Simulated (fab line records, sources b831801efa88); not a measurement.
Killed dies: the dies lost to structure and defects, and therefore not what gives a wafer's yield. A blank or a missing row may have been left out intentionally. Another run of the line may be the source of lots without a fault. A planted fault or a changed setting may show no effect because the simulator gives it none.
Code-filled problem report in 8D (eight disciplines) form | flow sky130 | the parts of the form that need people (team, actions taken, sign-off) are left out

## 1. PROBLEM STATEMENT
killed at contacts at SKY_PAD_OPEN_PROBE_99 reads a mean of 210 on 2 wafers of 2 lots; wafers without a fault read 25 with a standard deviation of 5.1. That is +36 standard deviations from the usual mean.
Earliest sighting: wafer L925.4 on prober-01 at day 48 16:10. Wafers with a number at this step in the record: 15, from 5 lots. Rule for "out", or "out of limits": more than 4 standard deviations from the usual mean. All remaining wafers that have a number are taken as sound.

## 2. WHAT THIS IS AND IS NOT
question                    | is                                             | is not
which readings at this step | killed at contacts, killed dies, killed on rim | killed_at_M0_to_M3, killed_at_M4_up, killed at front end, killed at other, killed short
which lots                  | L925, L926                                     | L913, L922, L930
which wafers of those lots  | L925.4, L926.2                                 | L925.1, L925.2, L926.1, L926.3
read on which tools         | prober-01                                      | prober-02
when                        | from day 48 16:10                              | up to then (8 sound wafers); but 5 sound wafers of L926, L930 came after

## 3. THE SUSPECTS, EACH WITH WHAT RULES IT OUT
Counting: if a tool at a process step up to the reading ran every lot that is out, it stays a suspect. Sound lots after the first of them don't rule it out here, since some wafers of a struck lot are sound.
- cmp-02 at SKY_CONTACT_CMP_04 (polishes SiO2): kept. Every lot that is out went through it, the first being L925 (day 34 07:44); the last sound lot it ran before that was L913 (day 30 07:11).
- rie diel-04 at SKY_PAD_OPEN_ETCH_07 (etches the open film in CF4/O2, stops on AlCu, target depth 725 nm, time 161.1 s): kept. It ran every lot that is out, first L925 (day 48 12:41).
- prober-01 at SKY_PAD_OPEN_PROBE_99: kept. Every lot that is out went through it, the first being L925 (day 48 16:01); the last sound lot it ran before that was L922 (day 48 04:44). Its own killed at contacts, killed dies, killed on rim readings are out on those wafers.
- In cmp-02 at SKY_CONTACT_CMP_04, the wafers that are out were processed in chamber 2 and their sound lot-mates in chambers 0, 1, 3.
Still standing after the count: cmp-02 at SKY_CONTACT_CMP_04, rie diel-04 at SKY_PAD_OPEN_ETCH_07, prober-01 at SKY_PAD_OPEN_PROBE_99.

## 4. THE CAUSE (what the simulator had put in)
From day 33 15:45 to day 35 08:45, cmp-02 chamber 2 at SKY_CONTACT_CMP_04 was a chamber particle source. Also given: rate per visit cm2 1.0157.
After counting, 3 suspects remain, this tool included.

## 5. THE EFFECT CHAIN, in route order
Rows list readings where the struck wafers' mean (over those with a number) sits beyond 3 standard deviations from the usual. Only readings whose record carries a usual standard deviation are examined. hours: median over the lots of the time between each lot's start at the first step of this table that gives one and its start at this step. sigmas: the change, counted in usual standard deviations.
hours | step                  | reading            | usual | on struck wafers | change | sigmas
0     | SKY_PAD_OPEN_PROBE_99 | killed at contacts | 25    | 210              | +185   | +36
0     | SKY_PAD_OPEN_PROBE_99 | killed dies        | 88    | 268              | +180   | +18
0     | SKY_PAD_OPEN_PROBE_99 | killed on rim      | 17    | 53               | +36    | +9.2
The process steps in it:
- SKY_PAD_OPEN_PROBE_99

## 6. WHAT WOULD HAVE CAUGHT IT SOONER
In this record the first reading out of limits was taken at day 48 16:10, 360 hours after the fault began at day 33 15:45.
Of the tool readings at SKY_CONTACT_CMP_04 for which the record gives a usual standard deviation, none was out on any struck wafer, so an alarm limit of 4 standard deviations on them would not have fired.
All the lots that are out (2) had begun SKY_CONTACT_CMP_04 on cmp-02 by day 48 16:10. Had the tool been put on hold then, not one of them would have been saved.
